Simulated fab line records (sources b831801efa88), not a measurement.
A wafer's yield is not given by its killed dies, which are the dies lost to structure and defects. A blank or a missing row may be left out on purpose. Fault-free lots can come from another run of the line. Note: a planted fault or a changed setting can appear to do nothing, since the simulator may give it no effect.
Comparing a struck lot with a sound one / flow sfq-line / 39 steps out of a route of 325
Sound: these wafers, L379.1, L379.3, L379.6. Struck: wafer L382.3 (left out: L382.2, L382.4 of the same lot, which were not struck); the cause appears at the end.
Per side, at each step with rows, come the tool, then ch with its chambers, and then its first start. Under that, the readings that differ: sound wafers / struck wafers / difference of the means / sigmas: that difference in standard deviations of wafers without a fault.
alike: words and numbers the same on both sides, and readings whose means are apart by under 2 such deviations; not compared: readings that were withheld, readings missing a value for some wafer, numbers with overlapping values and no deviation given by the record, and bounds like >300 which may hide the same value.
The two part at a step that has a row with sigmas, a row that says differs or no value, or rows on one side only. Numbers that don't overlap but have no deviation are shown without sigmas and don't part them. A reading missing from all wafers of one side parts the sides only when that side holds two or more wafers.

first, 6 steps without rows for these wafers: SFQ_TRILAYER_M0_LITHO_COAT_026 (resist thk 62 nm); SFQ_TRILAYER_M0_LITHO_COAT_021 (resist thk 600 nm); SFQ_TRILAYER_M0_LITHO_SOFTBAKE_025; SFQ_TRILAYER_M0_LITHO_EXPOSE_022 (exposes mask M0, target cd 500 nm); SFQ_TRILAYER_M0_LITHO_PEB_024 (peb time 62.16 s); SFQ_TRILAYER_M0_LITHO_DEVELOP_023 (time 60 s).
SFQ_M0_OVL_MEAS_906:
  sound: overlay-02 at day 9 14:26; struck: overlay-02 at day 10 15:38
reading=M0_OVL (nm); sound=3 -2 1; struck=-12; difference=-13; sigmas=-2
then, 2 steps without rows for these wafers: SFQ_TRILAYER_M0_BARC_OPEN_METAL_ETCH_031 (etches BARC in O2, target depth 125 nm, time 41.7 s); SFQ_TRILAYER_M0_ETCH_METAL_ETCH_024 (etches Nb in Cl2/Ar, stops on SiO2, target depth 240 nm, time 120 s).
SFQ_TRILAYER_M0_STRIP_STRIP_025: strips in O2.
  sound on rie-metal-02 ch 0,1, day 9 14:39; struck on rie-metal-04 ch 0, day 10 15:51
reading=oes-product-au (a.u.); sound=0.992 1.006 1.009; struck=0.981; difference=-0.021; sigmas=-3
  alike: drypump-motor-current-A
  not compared: rf-hours-counter-h
then, 2 steps without rows for these wafers: SFQ_TRILAYER_M0_STRIP_SOLV_CLEAN_026 (cleans in NMP, time 600 s); SFQ_TRILAYER_I0_DEP_PECVD_027 (deposits SiO2 from SiH4/N2O, time 111.11 s, target thk 500 nm).
SFQ_TRILAYER_I0_CMP_CMP_028: polishes SiO2.
  sound on cmp-01 ch 0,2, day 9 16:00; struck on cmp-02 ch 2, day 10 17:32
reading=motor-current-A (A); sound=12.1 10.6 11.6; struck=8.5; difference=-2.9; sigmas=-3
reading=model.SiO2_of_TRILAYER_I0_DEP_PECVD_027.thk-nm (nm); sound=198.4 197.7 198.6; struck=214.8; difference=+16.6; sigmas=
  alike: time-to-endpoint-s
SFQ_I0_BOW_MEAS_907:
  sound: film-metro-04 at day 9 18:30; struck: film-metro-03 at day 10 21:52
  not compared: I0_BOW
SFQ_TRILAYER_I0_METRO_MEASURE_029:
  sound: film-metro-04 at day 9 18:37; struck: film-metro-02 at day 11 00:51
reading=thk-nm (nm); sound=198.3 197.5 198.6; struck=215.0; difference=+16.9; sigmas=+14
then, 6 steps without rows for these wafers: SFQ_TRILAYER_I0_VIA_LITHO_COAT_036 (resist thk 62 nm); SFQ_TRILAYER_I0_VIA_LITHO_COAT_031 (resist thk 650 nm); SFQ_TRILAYER_I0_VIA_LITHO_SOFTBAKE_035; SFQ_TRILAYER_I0_VIA_LITHO_EXPOSE_032 (exposes mask I0, target cd 500 nm); SFQ_TRILAYER_I0_VIA_LITHO_PEB_034 (peb time 60 s); SFQ_TRILAYER_I0_VIA_LITHO_DEVELOP_033 (time 60 s).
-- the record jumps here: 5 days lie between the struck wafers' starts before and after --
SFQ_I0_OVL_MEAS_908:
  sound: overlay-02 at day 14 05:41; struck: overlay-02 at day 15 19:29
  alike: I0_OVL
SFQ_TRILAYER_I0_VIA_BARC_OPEN_VIA_ETCH_046: etches BARC in O2, target depth 125 nm, time 41.7 s.
  sound on rie-diel-01 ch 0,1,3, day 14 05:44; struck on rie-diel-03 ch 0, day 15 19:31
  alike: drypump-motor-current-A, oes-product-au
  not compared: rf-hours-counter-h
SFQ_TRILAYER_I0_VIA_ETCH_VIA_ETCH_034: etches SiO2 in CHF3, stops on Nb, target depth 260 nm.
  sound on rie-diel-01 ch 0,1,3, day 14 05:46; struck on rie-diel-03 ch 0, day 15 19:33
reading=oes-product-au (a.u.); sound=0.847 0.844 0.844; struck=0.881; difference=+0.036; sigmas=+6
reading=model.I0.feature-depth-nm (nm); sound=198.4 197.7 198.6; struck=214.8; difference=+16.6; sigmas=
reading=model.etch.depth-nm (nm); sound=198.4 197.7 198.6; struck=214.8; difference=+16.6; sigmas=
  alike: drypump-motor-current-A
SFQ_TRILAYER_I0_VIA_STRIP_STRIP_035: strips in O2.
  sound on rie-metal-01 ch 0,1, day 14 05:53; struck on rie-metal-02 ch 1, day 15 19:40
reading=drypump-motor-current-A (A); sound=6.0 5.8 5.7; struck=4.8; difference=-1.0; sigmas=-2
  alike: oes-product-au
  not compared: rf-hours-counter-h
then, 2 steps without rows for these wafers: SFQ_TRILAYER_I0_VIA_STRIP_SOLV_CLEAN_036 (cleans in NMP, time 600 s); SFQ_TRILAYER_M1_DEP_PRE_CLEAN_038 (time 22.5 s).
SFQ_TRILAYER_M1_DEP_SPUTTER_037: material Nb, target thk 200 nm, time 133.3 s.
  sound: pvd-sputter-05 at day 14 06:41; struck: pvd-sputter-06 at day 15 20:28
reading=throttle-valve-pct (%); sound=30.3 32.3 32.0; struck=28.4; difference=-3.1; sigmas=-3
  alike: cathode-dc-power-W
SFQ_M1_RS_MEAS_909: the measuring method here is four-point-probe.
  sound: film-metro-02 at day 14 06:46; struck: film-metro-02 at day 15 20:35
  alike: M1_NB_RS
then, 6 steps without rows for these wafers: SFQ_TRILAYER_M1_LITHO_COAT_044 (resist thk 62 nm); SFQ_TRILAYER_M1_LITHO_COAT_039 (resist thk 600 nm); SFQ_TRILAYER_M1_LITHO_SOFTBAKE_043; SFQ_TRILAYER_M1_LITHO_EXPOSE_040 (exposes mask M1, target cd 500 nm); SFQ_TRILAYER_M1_LITHO_PEB_042 (peb time 60 s); SFQ_TRILAYER_M1_LITHO_DEVELOP_041 (time 60 s).
-- the record jumps here: 6 days lie between the struck wafers' starts before and after --
SFQ_M1_OVL_MEAS_911:
  sound: overlay-02 at day 19 12:31; struck: overlay-02 at day 21 12:03
  alike: M1_OVL
SFQ_TRILAYER_M1_BARC_OPEN_METAL_ETCH_054: etches BARC in O2, target depth 125 nm, time 41.7 s.
  sound on rie-metal-03 ch 0,1, day 19 12:34; struck on rie-metal-03 ch 1, day 21 12:05
  alike: drypump-motor-current-A, oes-product-au
  not compared: rf-hours-counter-h
SFQ_TRILAYER_M1_ETCH_METAL_ETCH_042: etches Nb in Cl2/Ar, stops on SiO2, target depth 240 nm, time 120 s.
  sound on rie-metal-03 ch 0,1, day 19 12:37; struck on rie-metal-03 ch 1, day 21 12:08
reading=model.SiO2_of_TRILAYER_I0_DEP_PECVD_027.thk-nm (nm); sound=190.1 189.4 190.3; struck=206.5; difference=+16.6; sigmas=
  alike: drypump-motor-current-A, oes-product-au
  not compared: rf-hours-counter-h
then, 1 step without rows for these wafers: SFQ_TRILAYER_M1_STRIP_STRIP_043 (strips in O2).

WHERE THEY PART
Last at SFQ_TRILAYER_M1_DEP_SPUTTER_037 as far as this record goes, first at SFQ_M0_OVL_MEAS_906. Later steps at which nothing parts them and some readings are alike: SFQ_M1_RS_MEAS_909, SFQ_M1_OVL_MEAS_911, SFQ_TRILAYER_M1_BARC_OPEN_METAL_ETCH_054, SFQ_TRILAYER_M1_ETCH_METAL_ETCH_042.

WHY: what the simulator had put in
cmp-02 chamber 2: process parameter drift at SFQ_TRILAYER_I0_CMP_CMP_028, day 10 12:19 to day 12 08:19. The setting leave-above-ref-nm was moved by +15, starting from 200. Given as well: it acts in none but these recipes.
